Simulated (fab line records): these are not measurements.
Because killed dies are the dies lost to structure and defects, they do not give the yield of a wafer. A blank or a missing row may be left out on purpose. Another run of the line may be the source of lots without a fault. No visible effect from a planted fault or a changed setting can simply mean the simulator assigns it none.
A struck lot beside a sound one    flow sky130    35 steps out of a route of 708
Sound: the wafers L401.1, L401.3, L401.5. Struck: wafer L390.1. (L390.4, L390.6 of the same lot were not struck and are left out.) The cause comes at the end.
Each step with rows lists, per side, the tool, then ch with its chambers, then its first start. Under that, the readings that differ: sound wafers    struck wafers    difference of the means    sigmas: that difference in standard deviations of wafers without a fault.
alike: words and numbers the same on both sides, and readings whose means are apart by under 2 such deviations; not compared: readings that were withheld, readings missing a value for some wafer, numbers with overlapping values and no deviation given by the record, and bounds like >300 which may hide the same value.
A row with sigmas, a row that says differs or no value, or rows on one side alone: a step with any of these is where the two part. Numbers that have no deviation but don't overlap get no sigmas and don't part them. A reading that every wafer of one side lacks parts them only if that side has two wafers or more.

first, 10 steps without rows for these wafers: SKY_VIA3_EXPOSE_09 (exposes mask VIM3, target cd 200 nm); SKY_VIA3_PEB_10; SKY_VIA3_DEVELOP_11 (develop time 60 s); SKY_VIA3_ETCH_14 (etches BARC in N2/H2, stops on SiO2, time 45.9 s, target depth 60 nm); SKY_VIA3_ETCH_15 (etches SiO2 in C4F8/O2/Ar, stops on TiN, target depth 507 nm, time 78 s); SKY_VIA3_STRIP_16 (strips in O2/N2); SKY_VIA3_STRIP_17 (strips in post etch residue remover, time 1200 s); SKY_VIA3_CLEAN_18 (cleans in IPA, time 180 s); SKY_VIA3_CLEAN_19 (cleans in O3/DIW); SKY_VIA3_SPUTTER_20 (material TiN, target thk 20 nm, time 80 s).
SKY_VIA3_CVD_21: deposits W, target thk 390 nm, time 117.31 s.
  sound on cvd-w-02 ch 0,1, day 46 18:41; struck on cvd-w-02 ch 0, day 42 23:45
  alike: chamber-pressure-Torr, heater-power-w, susceptor-temp-C
then, 23 steps without rows for these wafers: SKY_VIA3_CMP_24 (polishes, stops on SiO2, t overpolish 20 s, target thk 0 nm); SKY_METAL4_SPUTTER_00 (material Ti, target thk 15 nm, time 10 s); SKY_METAL4_SPUTTER_01 (material TiN, target thk 20 nm, time 16.7 s); SKY_METAL4_SPUTTER_02 (material AlCu, target thk 735 nm, time 39.1 s); SKY_METAL4_SPUTTER_03 (material Ti, target thk 5 nm, time 3.3 s); SKY_METAL4_SPUTTER_04 (material TiN, target thk 70 nm, time 58.3 s); SKY_CAP2M_CVD_00 (deposits SiO2, target thk 15.5 nm); SKY_CAP2M_SPUTTER_02 (material TiN, target thk 200 nm, time 166.7 s); SKY_CAP2M_DEHYDRATE_05 (time 60 s); SKY_CAP2M_HMDS_06 (prime time 60 s); SKY_CAP2M_COAT_07 (resist thk 1140 nm); SKY_CAP2M_SOFTBAKE_08 (time 60 s); SKY_CAP2M_EXPOSE_09 (exposes mask CAP2M, target cd 1000 nm); SKY_CAP2M_PEB_10; SKY_CAP2M_DEVELOP_11 (develop time 60 s); SKY_CAP2M_METAL_ETCH_13 (etches TiN in Cl2/BCl3, stops on SiO2, target depth 220 nm, time 62.9 s); SKY_CAP2M_STRIP_14 (strips in O2/N2); SKY_CAP2M_STRIP_15 (strips in post etch residue remover, time 1200 s); SKY_CAP2M_CLEAN_16 (cleans in IPA, time 180 s); SKY_CAP2M_CLEAN_17 (cleans in O3/DIW); SKY_METAL4_DEHYDRATE_05 (time 60 s); SKY_METAL4_HMDS_06 (prime time 60 s); SKY_METAL4_COAT_07 (resist thk 60 nm).
-- the record jumps here: 5 days lie between the struck wafers' starts before and after (it left off in module METAL4 and takes up again in module PAD_OPEN, whose first step shown is number 708 of the route) --
SKY_PAD_OPEN_PROBE_99:
  struck on prober-02, day 48 11:16; sound on prober-01, day 51 09:31
reading                                sound             struck  difference  sigmas
defect-limited-yield (%)               81.7 81.5 81.7    72.6    -9.0        -5
killed_at_M0_to_M3                     39 46 53          100     +54         +7
killed-dies                            90 91 90          135     +45         +5
sort_bin_3_pad_short (%)               0 1.0 0.8         2.6     +2.0        +5
sort_bin_5_function (%)                12.8 12.0 11.8    16.7    +4.5        +3
sort_bin_6_memory (%)                  5.5 5.5 5.7       8.1     +2.5        +2
sort-n-pass                            402 401 402       357     -45         -5
sort-yield-pct (%)                     81.7 81.5 81.7    72.6    -9.0        -5
model.etest.tester.sort-n-pass         402 401 402       357     -45         
model.etest.tester.sort-yield-pct (%)  81.71 81.5 81.71  72.56   -9.08       
model.etest.tester.sort_bin_5_pct (%)  12.8 11.99 11.79  16.67   +4.48       
model.etest.tester.sort_bin_3_pct (%)  0 1.016 0.813     2.642   +2.032      
  alike: killed_at_M4_up, killed-at-contacts, killed-at-front-end, killed-at-other, killed-open, killed-short

## WHERE THEY PART
At SKY_PAD_OPEN_PROBE_99 and nowhere else, as far as this record goes.

WHY: the cause the simulator had injected
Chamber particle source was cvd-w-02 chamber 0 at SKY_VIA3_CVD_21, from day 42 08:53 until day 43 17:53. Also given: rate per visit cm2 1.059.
